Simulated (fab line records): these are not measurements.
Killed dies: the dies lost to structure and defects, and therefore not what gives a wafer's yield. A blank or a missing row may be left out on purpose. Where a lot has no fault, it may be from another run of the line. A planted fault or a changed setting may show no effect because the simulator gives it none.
Code-filled problem report in 8D (eight disciplines) form / flow sky130 / the parts of the form that need people (team, actions taken, sign-off) are left out

1. WHAT WENT WRONG
At SKY_METAL5_SPUTTER_03, cathode-dc-power-W averages 2510.5 W over 6 wafers from 2 lots, while fault-free wafers read 3000.0 W, standard deviation 0.57. That is -99 or more standard deviations from the usual mean.
The step: material Ti, target thk 5 nm, time 3.3 s.
First observed at day 45 04:18: wafer L973.3, on pvd-sputter-02. The record holds 36 wafers of 12 lots with a number at this step. Rule for "out", or "out of limits": more than 4 standard deviations from the usual mean. Any other wafer with a number is counted as sound.

2. WHAT IT IS; WHAT IT IS NOT
question=which readings at this step | is=cathode-dc-power-W | is not=throttle-valve-pct
question=which lots | is=L973, L975 | is not=L964, L965, L966, L970, L974, L978, L980, L985, L986, L987
question=which wafers of those lots | is=all that have a number | is not=-
question=read on which tools | is=pvd-sputter-02 | is not=pvd-sputter-01, pvd-sputter-03
question=when | is=from day 45 04:18 | is not=up to then (12 sound wafers); but 18 sound wafers of L974, L978, L980, L985, L986, L987 came after

3. SUSPECTS, AND WHAT RULES EACH OUT
Counting: a tool at a process step up to the reading stays a suspect if it ran every lot that is out and no sound lot after the first of them.
- pvd-sputter-02 at SKY_METAL5_SPUTTER_03 (material Ti, target thk 5 nm, time 3.3 s): ruled out as a lasting fault. Following L973 (day 45 04:18), the first lot on it that is out, the sound lots L986, L987 were run on it.
Left after counting: nothing in the record.

4. THE CAUSE (what the simulator had put in)
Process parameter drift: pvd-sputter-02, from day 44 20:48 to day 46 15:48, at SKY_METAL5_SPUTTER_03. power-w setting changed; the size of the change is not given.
Counting ruled it out, wrongly.

5. SEQUENCE OF EFFECTS, ordered by route
One row per reading whose mean, taken over the struck wafers that have a number, lies over 3 standard deviations from the usual. Scope: only readings with a usual standard deviation given in the record; hours: median across lots of the time from each lot's start at the first step in this table that gives one to its start at this step; sigmas: change in usual standard deviations.
hours=0; step=SKY_METAL5_SPUTTER_03; reading=cathode-dc-power-W; usual=3000.0 W; on struck wafers=2510.5; change=-489.5; sigmas=-99 or more
It contains these process steps:
- SKY_METAL5_SPUTTER_03: material Ti, target thk 5 nm, time 3.3 s.

6. WHAT WOULD HAVE CAUGHT IT SOONER
First out-of-limits reading in this record: day 45 04:18, which is 8 hours after fault onset at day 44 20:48.
